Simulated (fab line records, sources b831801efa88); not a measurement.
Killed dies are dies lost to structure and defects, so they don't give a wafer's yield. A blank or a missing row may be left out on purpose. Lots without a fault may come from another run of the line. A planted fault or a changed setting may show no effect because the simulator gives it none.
A struck lot beside a sound one | flow sky130 | 17 steps out of a route of 708
Sound: wafers L166.1, L166.5, L166.6. Struck: wafers L161.3, L161.4, L161.6. The cause comes at the end.
At each step with rows: each side's tool, then ch and its chambers, then its first start. Under that, the readings that differ: sound wafers | struck wafers | difference of the means | sigmas: that difference in standard deviations of wafers without a fault.
alike: readings whose means differ by less than 2 such deviations, and words and numbers that are the same on both sides. not compared: withheld readings, readings that some wafer has no value for, bounds like >300 that may hide the same value, and numbers for which the record gives no deviation and whose values overlap.
The two part at a step that has a row with sigmas, a row that says differs or no value, or rows on one side only. Numbers that don't overlap but have no deviation are shown without sigmas and don't part them. A reading that every wafer of one side lacks parts them only if that side has two wafers or more.

first, 3 steps without rows for these wafers: SKY_VIA1_EXPOSE_09 (exposes mask VIM, target cd 150 nm); SKY_VIA1_PEB_10; SKY_VIA1_DEVELOP_11 (develop time 60 s).
SKY_VIA1_CD_MEAS_12: target cd 150 nm.
  sound on cd_sem-02, day 43 19:34; struck on cd_sem-01, day 35 13:35
  alike: cd_nm
SKY_VIA1_OVL_MEAS_13:
  sound on overlay-01, day 43 19:41; struck on overlay-02, day 35 13:40
  alike: VIA1_OVL
SKY_VIA1_ETCH_14: etches BARC in N2/H2, stops on SiO2, time 45.9 s, target depth 60 nm.
  sound on rie_diel-04 ch 0,3, day 43 19:43; struck on rie_diel-01 ch 1,2,3, day 35 13:41
  alike: drypump_motor_current_A, oes_product_au, throttle_valve_pct
  not compared: rf_hours_counter_h
SKY_VIA1_ETCH_15: etches SiO2 in C4F8/O2/Ar, stops on TiN, target depth 351 nm, time 54 s.
  sound on rie_diel-04 ch 0,3, day 43 19:46; struck on rie_diel-01 ch 1,2,3, day 35 13:44
  alike: oes_product_au
  not compared: rf_hours_counter_h
SKY_VIA1_STRIP_16: strips in O2/N2.
  sound on plasma_asher-03 ch 0,1, day 43 19:49; struck on plasma_asher-01 ch 0,1, day 35 13:49
  alike: drypump_motor_current_A, oes_product_au, strip_time_to_endpoint_s
  not compared: rf_hours_counter_h
then, 3 steps without rows for these wafers: SKY_VIA1_STRIP_17 (strips in post etch residue remover, time 1200 s); SKY_VIA1_CLEAN_18 (cleans in IPA, time 180 s); SKY_VIA1_CLEAN_19 (cleans in O3/DIW).
SKY_VIA1_SPUTTER_20: material TiN, target thk 20 nm, time 80 s.
  sound on pvd_sputter-03, day 43 20:31; struck on pvd_sputter-03, day 35 14:22
  alike: throttle_valve_pct
SKY_VIA1_CVD_21: deposits W, target thk 270 nm, time 80.902 s.
  sound on cvd_w-01 ch 0,1, day 43 20:34; struck on cvd_w-01 ch 0,1, day 35 14:28
  no value came back on the struck wafers for chamber_pressure_Torr (Torr), heater_power_outer_w (W), heater_power_w (W); on the sound wafers chamber_pressure_Torr (Torr) reads 40.01 39.96 39.95
SKY_VIA1_RS_MEAS_22: measures by four-point-probe.
  sound on film_metro-02, day 43 20:40; struck on film_metro-04, day 35 14:34
  reading            | sound             | struck               | difference | sigmas
  VIA1_W_RS (ohm/sq) | 0.419 0.417 0.422 | 59.571 58.460 58.563 | +58.445    | +99 or more
SKY_VIA1_THK_MEAS_23: measures by xrf.
  sound on film_metro-02, day 43 20:47; struck on film_metro-04, day 35 14:40
  reading         | sound       | struck   | difference | sigmas
  VIA1_W_THK (nm) | 268 267 267 | <0 <0 <0 | differs    |
SKY_VIA1_CMP_24: polishes, stops on SiO2, t overpolish 15 s, target thk 0 nm.
  sound on cmp-02 ch 0,1,2, day 43 20:59; struck on cmp-02 ch 0,2,3, day 35 14:49
  reading                | sound          | struck      | difference | sigmas
  time_to_endpoint_s (s) | 62.5 63.4 66.5 | 0.8 2.4 1.9 | -62.4      | -22
  alike: motor_current_A
-- the record jumps here: 11 days lie between the struck wafers' starts before and after (it left off in module VIA1 and takes up again in module PAD_OPEN, whose first step shown is number 708 of the route) --
SKY_PAD_OPEN_PROBE_99:
  the record has rows for the struck wafers here (prober-02, day 46 23:58) and none for the sound ones

WHERE THEY PART
First at SKY_VIA1_CVD_21; last, within this record, at SKY_PAD_OPEN_PROBE_99.

WHY: what the simulator had put in
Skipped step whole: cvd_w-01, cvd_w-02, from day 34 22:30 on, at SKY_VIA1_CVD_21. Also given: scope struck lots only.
